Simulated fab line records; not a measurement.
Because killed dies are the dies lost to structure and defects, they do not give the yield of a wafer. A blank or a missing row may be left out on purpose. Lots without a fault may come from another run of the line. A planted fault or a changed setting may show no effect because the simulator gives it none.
Which of the tools did it? / flow sky130 / Sampling: 24 lots, 72 wafers, 6 of 708 route steps

== WHAT THE GAUGES SHOWED, per wafer ==
SKY_METAL2_RS_MEAS_05: a four-point-probe measurement.
lot=L074; measured=day 34 04:20; on=film-metro-03; METAL2_ALCU_RS (ohm/sq)=0.1278 0.1277 0.1281
lot=L075; measured=day 34 12:13; on=film-metro-02; METAL2_ALCU_RS (ohm/sq)=0.1251 0.1257 0.1253
lot=L077; measured=day 35 07:05; on=film-metro-02; METAL2_ALCU_RS (ohm/sq)=0.1286 0.1299 0.1315
lot=L076; measured=day 35 12:42; on=film-metro-03; METAL2_ALCU_RS (ohm/sq)=0.1296 0.1284 0.1285
lot=L078; measured=day 35 18:53; on=film-metro-04; METAL2_ALCU_RS (ohm/sq)=0.1257 0.1274 0.1263
lot=L079; measured=day 35 20:23; on=film-metro-02; METAL2_ALCU_RS (ohm/sq)=0.1275 0.1261 0.1255
lot=L080; measured=day 36 06:27; on=film-metro-04; METAL2_ALCU_RS (ohm/sq)=0.1269 0.1269 0.1271
lot=L081; measured=day 36 16:29; on=film-metro-04; METAL2_ALCU_RS (ohm/sq)=0.1268 0.1278 0.1257
lot=L082; measured=day 37 03:14; on=film-metro-03; METAL2_ALCU_RS (ohm/sq)=0.1301 0.1317 0.1273
lot=L083; measured=day 37 11:08; on=film-metro-03; METAL2_ALCU_RS (ohm/sq)=0.1259 0.1265 0.1277
lot=L084; measured=day 37 17:58; on=film-metro-04; METAL2_ALCU_RS (ohm/sq)=0.1254 0.1307 0.1287
lot=L085; measured=day 38 06:38; on=film-metro-04; METAL2_ALCU_RS (ohm/sq)=0.1269 0.1265 0.1267
lot=L086; measured=day 38 10:11; on=film-metro-04; METAL2_ALCU_RS (ohm/sq)=0.1267 0.1265 0.1270
lot=L087; measured=day 38 16:00; on=film-metro-04; METAL2_ALCU_RS (ohm/sq)=0.1245 0.1255 0.1262
lot=L088; measured=day 39 04:40; on=film-metro-03; METAL2_ALCU_RS (ohm/sq)=0.1280 0.1298 0.1295
lot=L089; measured=day 39 06:31; on=film-metro-04; METAL2_ALCU_RS (ohm/sq)=0.1259 0.1263 0.1273
lot=L090; measured=day 39 16:30; on=film-metro-02; METAL2_ALCU_RS (ohm/sq)=0.1276 0.1258 0.1277
lot=L091; measured=day 39 21:20; on=film-metro-03; METAL2_ALCU_RS (ohm/sq)=0.1252 0.1263 0.1246
lot=L092; measured=day 40 07:15; on=film-metro-04; METAL2_ALCU_RS (ohm/sq)=0.1260 0.1276 0.1266
lot=L093; measured=day 40 08:24; on=film-metro-04; METAL2_ALCU_RS (ohm/sq)=0.1261 0.1257 0.1250
lot=L094; measured=day 40 12:41; on=film-metro-02; METAL2_ALCU_RS (ohm/sq)=0.1249 0.1269 0.1254
lot=L095; measured=day 40 18:40; on=film-metro-04; METAL2_ALCU_RS (ohm/sq)=0.1307 0.1306 0.1288
lot=L096; measured=day 40 23:39; on=film-metro-04; METAL2_ALCU_RS (ohm/sq)=0.1284 0.1297 0.1271
lot=L097; measured=day 41 14:51; on=film-metro-03; METAL2_ALCU_RS (ohm/sq)=0.1285 0.1295 0.1298

SKY_VIA3_THK_MEAS_01.
lot=L074; measured=day 38 14:28; on=film-metro-02; VIA3_HDPCVD_THK (nm)=1629 1633 1627
lot=L075; measured=day 38 21:18; on=film-metro-04; VIA3_HDPCVD_THK (nm)=1638 1577 1595
lot=L077; measured=day 39 17:29; on=film-metro-02; VIA3_HDPCVD_THK (nm)=1626 1625 1619
lot=L076; measured=day 39 23:56; on=film-metro-01; VIA3_HDPCVD_THK (nm)=1634 1638 1603
lot=L078; measured=day 40 05:53; on=film-metro-02; VIA3_HDPCVD_THK (nm)=1644 1626 1677
lot=L079; measured=day 40 08:44; on=film-metro-04; VIA3_HDPCVD_THK (nm)=1641 1617 1639
lot=L080; measured=day 40 15:16; on=film-metro-02; VIA3_HDPCVD_THK (nm)=1649 1651 1642
lot=L081; measured=day 41 00:17; on=film-metro-01; VIA3_HDPCVD_THK (nm)=1585 1587 1632
lot=L082; measured=day 41 11:16; on=film-metro-01; VIA3_HDPCVD_THK (nm)=1656 1675 1674
lot=L083; measured=day 41 21:27; on=film-metro-02; VIA3_HDPCVD_THK (nm)=1674 1635 1663
lot=L084; measured=day 42 01:33; on=film-metro-04; VIA3_HDPCVD_THK (nm)=1650 1624 1671
lot=L085; measured=day 42 14:45; on=film-metro-04; VIA3_HDPCVD_THK (nm)=1622 1654 1660
lot=L086; measured=day 42 16:29; on=film-metro-02; VIA3_HDPCVD_THK (nm)=1653 1621 1647
lot=L087; measured=day 42 21:01; on=film-metro-04; VIA3_HDPCVD_THK (nm)=1677 1659 1659
lot=L088; measured=day 43 09:15; on=film-metro-04; VIA3_HDPCVD_THK (nm)=1648 1609 1644
lot=L089; measured=day 43 13:11; on=film-metro-04; VIA3_HDPCVD_THK (nm)=1649 1610 1662
lot=L090; measured=day 43 19:55; on=film-metro-01; VIA3_HDPCVD_THK (nm)=1620 1660 1632
lot=L091; measured=day 44 00:53; on=film-metro-02; VIA3_HDPCVD_THK (nm)=1663 1648 1660
lot=L092; measured=day 44 08:53; on=film-metro-01; VIA3_HDPCVD_THK (nm)=1613 1604 1623
lot=L093; measured=day 44 11:31; on=film-metro-04; VIA3_HDPCVD_THK (nm)=1668 1648 1641
lot=L094; measured=day 44 14:29; on=film-metro-01; VIA3_HDPCVD_THK (nm)=1645 1660 1638
lot=L095; measured=day 44 21:11; on=film-metro-01; VIA3_HDPCVD_THK (nm)=1629 1624 1619
lot=L096; measured=day 44 22:49; on=film-metro-02; VIA3_HDPCVD_THK (nm)=1640 1610 1626
lot=L097; measured=day 45 15:31; on=film-metro-04; VIA3_HDPCVD_THK (nm)=1615 1633 1593

SKY_VIA3_CD_MEAS_12: the cd target is 200 nm.
lot=L074; measured=day 39 15:24; on=cd-sem-01; cd-nm (nm)=197.9 198.2 199.5
lot=L075; measured=day 39 22:08; on=cd-sem-02; cd-nm (nm)=200.1 201.2 201.6
lot=L077; measured=day 40 18:07; on=cd-sem-01; cd-nm (nm)=200.6 199.2 200.2
lot=L076; measured=day 41 00:23; on=cd-sem-02; cd-nm (nm)=198.8 200.2 199.5
lot=L078; measured=day 41 05:29; on=cd-sem-02; cd-nm (nm)=198.0 196.9 198.1
lot=L079; measured=day 41 09:20; on=cd-sem-02; cd-nm (nm)=200.9 201.3 200.0
lot=L080; measured=day 41 15:41; on=cd-sem-02; cd-nm (nm)=200.1 200.8 201.1
lot=L081; measured=day 42 01:10; on=cd-sem-01; cd-nm (nm)=199.6 201.4 201.0
lot=L082; measured=day 42 11:14; on=cd-sem-01; cd-nm (nm)=199.7 199.8 200.8
lot=L083; measured=day 42 20:53; on=cd-sem-01; cd-nm (nm)=198.5 200.0 196.5
lot=L084; measured=day 43 04:20; on=cd-sem-02; cd-nm (nm)=201.0 201.2 200.0
lot=L085; measured=day 43 14:10; on=cd-sem-01; cd-nm (nm)=200.3 199.4 200.8
lot=L086; measured=day 43 15:57; on=cd-sem-01; cd-nm (nm)=201.8 201.0 200.9
lot=L087; measured=day 43 20:41; on=cd-sem-01; cd-nm (nm)=200.3 199.4 199.7
lot=L088; measured=day 44 08:17; on=cd-sem-01; cd-nm (nm)=197.4 199.3 199.2
lot=L089; measured=day 44 12:53; on=cd-sem-02; cd-nm (nm)=198.3 198.9 199.9
lot=L090; measured=day 44 18:19; on=cd-sem-02; cd-nm (nm)=200.7 199.6 199.3
lot=L091; measured=day 44 23:12; on=cd-sem-02; cd-nm (nm)=200.7 200.9 201.0
lot=L092; measured=day 45 07:20; on=cd-sem-02; cd-nm (nm)=199.0 198.9 200.5
lot=L093; measured=day 45 09:53; on=cd-sem-01; cd-nm (nm)=200.9 198.6 200.5
lot=L094; measured=day 45 12:38; on=cd-sem-02; cd-nm (nm)=200.1 200.0 199.7
lot=L095; measured=day 45 19:46; on=cd-sem-01; cd-nm (nm)=200.4 199.9 200.0
lot=L096; measured=day 45 21:20; on=cd-sem-02; cd-nm (nm)=198.3 199.8 198.6
lot=L097; measured=day 46 13:02; on=cd-sem-01; cd-nm (nm)=201.0 201.0 198.6

SKY_VIA3_RS_MEAS_22: a four-point-probe measurement.
lot=L074; measured=day 39 16:26; on=film-metro-04; VIA3_W_RS (ohm/sq)=0.295 0.287 0.301
lot=L075; measured=day 39 23:11; on=film-metro-04; VIA3_W_RS (ohm/sq)=0.292 0.289 0.296
lot=L077; measured=day 40 19:10; on=film-metro-04; VIA3_W_RS (ohm/sq)=0.297 0.290 0.295
lot=L076; measured=day 41 01:26; on=film-metro-01; VIA3_W_RS (ohm/sq)=0.289 0.289 0.297
lot=L078; measured=day 41 06:32; on=film-metro-04; VIA3_W_RS (ohm/sq)=0.293 0.301 0.300
lot=L079; measured=day 41 10:22; on=film-metro-04; VIA3_W_RS (ohm/sq)=0.297 0.299 0.304
lot=L080; measured=day 41 16:46; on=film-metro-02; VIA3_W_RS (ohm/sq)=0.296 0.298 0.301
lot=L081; measured=day 42 02:12; on=film-metro-02; VIA3_W_RS (ohm/sq)=0.290 0.295 0.294
lot=L082; measured=day 42 12:16; on=film-metro-02; VIA3_W_RS (ohm/sq)=0.292 0.287 0.290
lot=L083; measured=day 42 21:57; on=film-metro-02; VIA3_W_RS (ohm/sq)=0.287 0.292 0.291
lot=L084; measured=day 43 05:23; on=film-metro-04; VIA3_W_RS (ohm/sq)=0.295 0.298 0.293
lot=L085; measured=day 43 15:12; on=film-metro-04; VIA3_W_RS (ohm/sq)=0.296 0.296 0.292
lot=L086; measured=day 43 17:01; on=film-metro-02; VIA3_W_RS (ohm/sq)=0.300 0.293 0.298
lot=L087; measured=day 43 21:44; on=film-metro-01; VIA3_W_RS (ohm/sq)=0.297 0.290 0.293
lot=L088; measured=day 44 09:23; on=film-metro-02; VIA3_W_RS (ohm/sq)=0.298 0.295 0.289
lot=L089; measured=day 44 14:33; on=film-metro-04; VIA3_W_RS (ohm/sq)=0.296 0.289 0.292
lot=L090; measured=day 44 19:24; on=film-metro-04; VIA3_W_RS (ohm/sq)=0.298 0.298 0.294
lot=L091; measured=day 45 00:16; on=film-metro-04; VIA3_W_RS (ohm/sq)=0.293 0.297 0.299
lot=L092; measured=day 45 08:23; on=film-metro-02; VIA3_W_RS (ohm/sq)=0.294 0.298 0.292
lot=L093; measured=day 45 10:56; on=film-metro-04; VIA3_W_RS (ohm/sq)=0.292 0.291 0.289
lot=L094; measured=day 45 13:42; on=film-metro-04; VIA3_W_RS (ohm/sq)=0.294 0.294 0.298
lot=L095; measured=day 45 20:50; on=film-metro-04; VIA3_W_RS (ohm/sq)=0.291 0.296 0.293
lot=L096; measured=day 45 22:22; on=film-metro-04; VIA3_W_RS (ohm/sq)=0.289 0.291 0.294
lot=L097; measured=day 46 14:04; on=film-metro-02; VIA3_W_RS (ohm/sq)=0.294 0.287 0.289

== WHAT TOOL EACH LOT RAN ON (gives the tool, then ch and the chambers of the sampled wafers, and finally the start) ==
lot=L074; SKY_CAPM_STRIP_14=plasma-asher-03 ch 0,1, day 37 11:13; SKY_METAL3_ETCH_16=rie-metal-02 ch 0,1, day 38 13:13
lot=L075; SKY_CAPM_STRIP_14=plasma-asher-04 ch 0,1, day 37 19:18; SKY_METAL3_ETCH_16=rie-metal-03 ch 0,1, day 38 20:12
lot=L077; SKY_CAPM_STRIP_14=plasma-asher-03 ch 0,1, day 38 14:50; SKY_METAL3_ETCH_16=rie-metal-02 ch 0,1, day 39 16:16
lot=L076; SKY_CAPM_STRIP_14=plasma-asher-04 ch 0,1, day 38 21:05; SKY_METAL3_ETCH_16=rie-metal-02 ch 0,1, day 39 22:42
lot=L078; SKY_CAPM_STRIP_14=plasma-asher-04 ch 0,1, day 39 03:03; SKY_METAL3_ETCH_16=rie-metal-03 ch 0,1, day 40 04:37
lot=L079; SKY_CAPM_STRIP_14=plasma-asher-04 ch 0,1, day 39 05:11; SKY_METAL3_ETCH_16=rie-metal-02 ch 0,1, day 40 07:25
lot=L080; SKY_CAPM_STRIP_14=plasma-asher-04 ch 0,1, day 39 13:36; SKY_METAL3_ETCH_16=rie-metal-02 ch 0,1, day 40 14:05
lot=L081; SKY_CAPM_STRIP_14=plasma-asher-04 ch 0,1, day 39 21:27; SKY_METAL3_ETCH_16=rie-metal-02 ch 0,1, day 40 23:13
lot=L082; SKY_CAPM_STRIP_14=plasma-asher-04 ch 0,1, day 40 09:09; SKY_METAL3_ETCH_16=rie-metal-02 ch 0,1, day 41 10:13
lot=L083; SKY_CAPM_STRIP_14=plasma-asher-03 ch 0,1, day 40 20:08; SKY_METAL3_ETCH_16=rie-metal-02 ch 0,1, day 41 20:25
lot=L084; SKY_CAPM_STRIP_14=plasma-asher-03 ch 0,1, day 40 23:47; SKY_METAL3_ETCH_16=rie-metal-04 ch 0,1, day 42 00:25
lot=L085; SKY_CAPM_STRIP_14=plasma-asher-04 ch 0,1, day 41 12:48; SKY_METAL3_ETCH_16=rie-metal-04 ch 0,1, day 42 13:40
lot=L086; SKY_CAPM_STRIP_14=plasma-asher-01 ch 0,1, day 41 14:56; SKY_METAL3_ETCH_16=rie-metal-04 ch 0,1, day 42 15:22
lot=L087; SKY_CAPM_STRIP_14=plasma-asher-03 ch 0,1, day 41 19:34; SKY_METAL3_ETCH_16=rie-metal-04 ch 1, day 42 19:50
lot=L088; SKY_CAPM_STRIP_14=plasma-asher-03 ch 0,1, day 42 09:20; SKY_METAL3_ETCH_16=rie-metal-04 ch 0,1, day 43 08:12
lot=L089; SKY_CAPM_STRIP_14=plasma-asher-04 ch 0,1, day 42 12:05; SKY_METAL3_ETCH_16=rie-metal-02 ch 0,1, day 43 12:06
lot=L090; SKY_CAPM_STRIP_14=plasma-asher-04 ch 0,1, day 42 20:03; SKY_METAL3_ETCH_16=rie-metal-03 ch 0,1, day 43 18:49
lot=L091; SKY_CAPM_STRIP_14=plasma-asher-01 ch 0, day 43 00:39; SKY_METAL3_ETCH_16=rie-metal-02 ch 0,1, day 43 23:49
lot=L092; SKY_CAPM_STRIP_14=plasma-asher-01 ch 0,1, day 43 08:28; SKY_METAL3_ETCH_16=rie-metal-02 ch 0,1, day 44 07:49
lot=L093; SKY_CAPM_STRIP_14=plasma-asher-04 ch 0,1, day 43 11:25; SKY_METAL3_ETCH_16=rie-metal-04 ch 0,1, day 44 10:25
lot=L094; SKY_CAPM_STRIP_14=plasma-asher-03 ch 1, day 43 14:25; SKY_METAL3_ETCH_16=rie-metal-04 ch 1, day 44 13:23
lot=L095; SKY_CAPM_STRIP_14=plasma-asher-01 ch 0,1, day 43 21:30; SKY_METAL3_ETCH_16=rie-metal-02 ch 0,1, day 44 20:02
lot=L096; SKY_CAPM_STRIP_14=plasma-asher-03 ch 0,1, day 43 23:28; SKY_METAL3_ETCH_16=rie-metal-03 ch 0,1, day 44 21:43
lot=L097; SKY_CAPM_STRIP_14=plasma-asher-01 ch 0,1, day 44 15:41; SKY_METAL3_ETCH_16=rie-metal-03 ch 0,1, day 45 14:28
- SKY_CAPM_STRIP_14: strips in O2/N2.
- SKY_METAL3_ETCH_16: etches BARC in N2/H2, stops on SiO2, time 88.2 s, target depth 60 nm.

== WHAT THE TOOLS THEMSELVES READ (means of the sampled wafers that have a number; where no wafer has one, the mark that the record gives instead) ==
SKY_CAPM_STRIP_14.
lot=L074; tool=plasma-asher-03; chamber-pressure-mTorr (mTorr)=1500.5; drypump-motor-current-A (A)=6.2; n2-flow-sccm (sccm)=299.8; oes-product-au (a.u.)=0.710; strip-time-to-endpoint-s (s)=12.65
lot=L075; tool=plasma-asher-04; chamber-pressure-mTorr (mTorr)=1501.3; drypump-motor-current-A (A)=5.4; n2-flow-sccm (sccm)=299.4; oes-product-au (a.u.)=0.714; strip-time-to-endpoint-s (s)=12.67
lot=L077; tool=plasma-asher-03; chamber-pressure-mTorr (mTorr)=1499.7; drypump-motor-current-A (A)=6.2; n2-flow-sccm (sccm)=299.7; oes-product-au (a.u.)=0.713; strip-time-to-endpoint-s (s)=12.58
lot=L076; tool=plasma-asher-04; chamber-pressure-mTorr (mTorr)=1501.5; drypump-motor-current-A (A)=5.1; n2-flow-sccm (sccm)=300.4; oes-product-au (a.u.)=0.711; strip-time-to-endpoint-s (s)=12.60
lot=L078; tool=plasma-asher-04; chamber-pressure-mTorr (mTorr)=1501.1; drypump-motor-current-A (A)=5.1; n2-flow-sccm (sccm)=301.0; oes-product-au (a.u.)=0.710; strip-time-to-endpoint-s (s)=12.66
lot=L079; tool=plasma-asher-04; chamber-pressure-mTorr (mTorr)=1500.0; drypump-motor-current-A (A)=5.4; n2-flow-sccm (sccm)=301.1; oes-product-au (a.u.)=0.711; strip-time-to-endpoint-s (s)=12.64
lot=L080; tool=plasma-asher-04; chamber-pressure-mTorr (mTorr)=1500.0; drypump-motor-current-A (A)=5.1; n2-flow-sccm (sccm)=299.6; oes-product-au (a.u.)=0.708; strip-time-to-endpoint-s (s)=12.66
lot=L081; tool=plasma-asher-04; chamber-pressure-mTorr (mTorr)=1501.0; drypump-motor-current-A (A)=5.1; n2-flow-sccm (sccm)=300.4; oes-product-au (a.u.)=0.707; strip-time-to-endpoint-s (s)=12.72
lot=L082; tool=plasma-asher-04; chamber-pressure-mTorr (mTorr)=1499.3; drypump-motor-current-A (A)=5.1; n2-flow-sccm (sccm)=300.5; oes-product-au (a.u.)=0.713; strip-time-to-endpoint-s (s)=12.68
lot=L083; tool=plasma-asher-03; chamber-pressure-mTorr (mTorr)=1498.7; drypump-motor-current-A (A)=6.2; n2-flow-sccm (sccm)=298.4; oes-product-au (a.u.)=0.708; strip-time-to-endpoint-s (s)=12.63
lot=L084; tool=plasma-asher-03; chamber-pressure-mTorr (mTorr)=1500.7; drypump-motor-current-A (A)=6.2; n2-flow-sccm (sccm)=299.8; oes-product-au (a.u.)=0.705; strip-time-to-endpoint-s (s)=12.64
lot=L085; tool=plasma-asher-04; chamber-pressure-mTorr (mTorr)=1501.6; drypump-motor-current-A (A)=5.1; n2-flow-sccm (sccm)=299.9; oes-product-au (a.u.)=0.707; strip-time-to-endpoint-s (s)=12.58
lot=L086; tool=plasma-asher-01; chamber-pressure-mTorr (mTorr)=1499.4; drypump-motor-current-A (A)=5.4; n2-flow-sccm (sccm)=300.5; oes-product-au (a.u.)=0.709; strip-time-to-endpoint-s (s)=12.69
lot=L087; tool=plasma-asher-03; chamber-pressure-mTorr (mTorr)=1500.5; drypump-motor-current-A (A)=6.2; n2-flow-sccm (sccm)=299.4; oes-product-au (a.u.)=0.712; strip-time-to-endpoint-s (s)=12.73
lot=L088; tool=plasma-asher-03; chamber-pressure-mTorr (mTorr)=1499.9; drypump-motor-current-A (A)=6.2; n2-flow-sccm (sccm)=300.3; oes-product-au (a.u.)=0.710; strip-time-to-endpoint-s (s)=12.70
lot=L089; tool=plasma-asher-04; chamber-pressure-mTorr (mTorr)=1499.1; drypump-motor-current-A (A)=5.4; n2-flow-sccm (sccm)=299.9; oes-product-au (a.u.)=0.713; strip-time-to-endpoint-s (s)=12.67
lot=L090; tool=plasma-asher-04; chamber-pressure-mTorr (mTorr)=1499.6; drypump-motor-current-A (A)=5.4; n2-flow-sccm (sccm)=299.7; oes-product-au (a.u.)=0.715; strip-time-to-endpoint-s (s)=12.66
lot=L091; tool=plasma-asher-01; chamber-pressure-mTorr (mTorr)=1499.7; drypump-motor-current-A (A)=5.7; n2-flow-sccm (sccm)=299.4; oes-product-au (a.u.)=0.708; strip-time-to-endpoint-s (s)=12.63
lot=L092; tool=plasma-asher-01; chamber-pressure-mTorr (mTorr)=1498.7; drypump-motor-current-A (A)=5.4; n2-flow-sccm (sccm)=299.5; oes-product-au (a.u.)=0.708; strip-time-to-endpoint-s (s)=12.64
lot=L093; tool=plasma-asher-04; chamber-pressure-mTorr (mTorr)=1499.1; drypump-motor-current-A (A)=5.1; n2-flow-sccm (sccm)=300.7; oes-product-au (a.u.)=0.711; strip-time-to-endpoint-s (s)=12.69
lot=L094; tool=plasma-asher-03; chamber-pressure-mTorr (mTorr)=1500.0; drypump-motor-current-A (A)=6.3; n2-flow-sccm (sccm)=298.8; oes-product-au (a.u.)=0.710; strip-time-to-endpoint-s (s)=12.68
lot=L095; tool=plasma-asher-01; chamber-pressure-mTorr (mTorr)=1498.3; drypump-motor-current-A (A)=5.4; n2-flow-sccm (sccm)=299.8; oes-product-au (a.u.)=0.709; strip-time-to-endpoint-s (s)=12.72
lot=L096; tool=plasma-asher-03; chamber-pressure-mTorr (mTorr)=1499.6; drypump-motor-current-A (A)=6.2; n2-flow-sccm (sccm)=299.8; oes-product-au (a.u.)=0.710; strip-time-to-endpoint-s (s)=12.61
lot=L097; tool=plasma-asher-01; chamber-pressure-mTorr (mTorr)=1500.1; drypump-motor-current-A (A)=5.4; n2-flow-sccm (sccm)=299.8; oes-product-au (a.u.)=0.709; strip-time-to-endpoint-s (s)=12.69

SKY_METAL3_ETCH_16.
lot=L074; tool=rie-metal-02; chamber-pressure-mTorr (mTorr)=30.030; drypump-motor-current-A (A)=6.1; n2-flow-sccm (sccm)=99.8; oes-product-au (a.u.)=0.628; throttle-valve-pct (%)=13.204
lot=L075; tool=rie-metal-03; chamber-pressure-mTorr (mTorr)=29.998; drypump-motor-current-A (A)=5.9; n2-flow-sccm (sccm)=99.9; oes-product-au (a.u.)=0.625; throttle-valve-pct (%)=13.203
lot=L077; tool=rie-metal-02; chamber-pressure-mTorr (mTorr)=29.974; drypump-motor-current-A (A)=6.1; n2-flow-sccm (sccm)=100.1; oes-product-au (a.u.)=0.627; throttle-valve-pct (%)=13.205
lot=L076; tool=rie-metal-02; chamber-pressure-mTorr (mTorr)=29.989; drypump-motor-current-A (A)=6.1; n2-flow-sccm (sccm)=99.9; oes-product-au (a.u.)=0.631; throttle-valve-pct (%)=13.212
lot=L078; tool=rie-metal-03; chamber-pressure-mTorr (mTorr)=29.976; drypump-motor-current-A (A)=5.9; n2-flow-sccm (sccm)=100.3; oes-product-au (a.u.)=0.627; throttle-valve-pct (%)=13.207
lot=L079; tool=rie-metal-02; chamber-pressure-mTorr (mTorr)=29.972; drypump-motor-current-A (A)=6.1; n2-flow-sccm (sccm)=99.9; oes-product-au (a.u.)=0.626; throttle-valve-pct (%)=13.205
lot=L080; tool=rie-metal-02; chamber-pressure-mTorr (mTorr)=29.963; drypump-motor-current-A (A)=6.2; n2-flow-sccm (sccm)=99.9; oes-product-au (a.u.)=0.628; throttle-valve-pct (%)=13.202
lot=L081; tool=rie-metal-02; chamber-pressure-mTorr (mTorr)=29.977; drypump-motor-current-A (A)=6.1; n2-flow-sccm (sccm)=100.2; oes-product-au (a.u.)=0.627; throttle-valve-pct (%)=13.201
lot=L082; tool=rie-metal-02; chamber-pressure-mTorr (mTorr)=30.002; drypump-motor-current-A (A)=6.2; n2-flow-sccm (sccm)=100.2; oes-product-au (a.u.)=0.623; throttle-valve-pct (%)=13.207
lot=L083; tool=rie-metal-02; chamber-pressure-mTorr (mTorr)=29.983; drypump-motor-current-A (A)=6.1; n2-flow-sccm (sccm)=100.1; oes-product-au (a.u.)=0.625; throttle-valve-pct (%)=13.205
lot=L084; tool=rie-metal-04; chamber-pressure-mTorr (mTorr)=30.003; drypump-motor-current-A (A)=5.7; n2-flow-sccm (sccm)=99.9; oes-product-au (a.u.)=0.627; throttle-valve-pct (%)=13.198
lot=L085; tool=rie-metal-04; chamber-pressure-mTorr (mTorr)=29.982; drypump-motor-current-A (A)=5.7; n2-flow-sccm (sccm)=99.9; oes-product-au (a.u.)=0.622; throttle-valve-pct (%)=13.203
lot=L086; tool=rie-metal-04; chamber-pressure-mTorr (mTorr)=30.001; drypump-motor-current-A (A)=5.7; n2-flow-sccm (sccm)=100.0; oes-product-au (a.u.)=0.623; throttle-valve-pct (%)=13.210
lot=L087; tool=rie-metal-04; chamber-pressure-mTorr (mTorr)=30.011; drypump-motor-current-A (A)=5.4; n2-flow-sccm (sccm)=100.0; oes-product-au (a.u.)=0.627; throttle-valve-pct (%)=13.204
lot=L088; tool=rie-metal-04; chamber-pressure-mTorr (mTorr)=30.010; drypump-motor-current-A (A)=6.0; n2-flow-sccm (sccm)=99.9; oes-product-au (a.u.)=0.627; throttle-valve-pct (%)=13.206
lot=L089; tool=rie-metal-02; chamber-pressure-mTorr (mTorr)=30.000; drypump-motor-current-A (A)=6.2; n2-flow-sccm (sccm)=100.2; oes-product-au (a.u.)=0.627; throttle-valve-pct (%)=13.207
lot=L090; tool=rie-metal-03; chamber-pressure-mTorr (mTorr)=29.998; drypump-motor-current-A (A)=5.7; n2-flow-sccm (sccm)=100.2; oes-product-au (a.u.)=0.627; throttle-valve-pct (%)=13.207
lot=L091; tool=rie-metal-02; chamber-pressure-mTorr (mTorr)=30.009; drypump-motor-current-A (A)=6.2; n2-flow-sccm (sccm)=100.1; oes-product-au (a.u.)=0.622; throttle-valve-pct (%)=13.204
lot=L092; tool=rie-metal-02; chamber-pressure-mTorr (mTorr)=30.006; drypump-motor-current-A (A)=6.2; n2-flow-sccm (sccm)=100.1; oes-product-au (a.u.)=0.624; throttle-valve-pct (%)=13.205
lot=L093; tool=rie-metal-04; chamber-pressure-mTorr (mTorr)=30.004; drypump-motor-current-A (A)=5.7; n2-flow-sccm (sccm)=99.9; oes-product-au (a.u.)=0.626; throttle-valve-pct (%)=13.207
lot=L094; tool=rie-metal-04; chamber-pressure-mTorr (mTorr)=29.999; drypump-motor-current-A (A)=5.4; n2-flow-sccm (sccm)=100.1; oes-product-au (a.u.)=0.628; throttle-valve-pct (%)=13.211
lot=L095; tool=rie-metal-02; chamber-pressure-mTorr (mTorr)=30.008; drypump-motor-current-A (A)=6.2; n2-flow-sccm (sccm)=100.4; oes-product-au (a.u.)=0.627; throttle-valve-pct (%)=13.198
lot=L096; tool=rie-metal-03; chamber-pressure-mTorr (mTorr)=30.006; drypump-motor-current-A (A)=5.9; n2-flow-sccm (sccm)=99.9; oes-product-au (a.u.)=0.628; throttle-valve-pct (%)=13.199
lot=L097; tool=rie-metal-03; chamber-pressure-mTorr (mTorr)=30.029; drypump-motor-current-A (A)=5.7; n2-flow-sccm (sccm)=100.0; oes-product-au (a.u.)=0.627; throttle-valve-pct (%)=13.200

== THE ANSWER, worked out from the rows above alone ==
Rule: usual is defined by the lots themselves. The widest of any qualifying gaps counts: lots, ordered by their means at a reading, are off when they make up no more than a third of the lots, leave a main group of 4 or more, and stand apart from it by 3 or more times the standard deviation of that group's means. A main group whose means are all the same, to the digits that the tables above print for the reading, isn't used. Also off: a lot with no number at a reading for which 4 or more lots have one. Any other lot the step has rows for is counted as sound. The gauges are gone through in route order, then the tools' own readings, and for those a lot's mean is taken as printed above. At the first step where some lot is off, the reading lying furthest off is the one used; lots without a number count as furthest.
No lot is off at any reading shown: from this, nothing can be told.

== WHAT WAS PUT IN BY THE SIMULATOR ==
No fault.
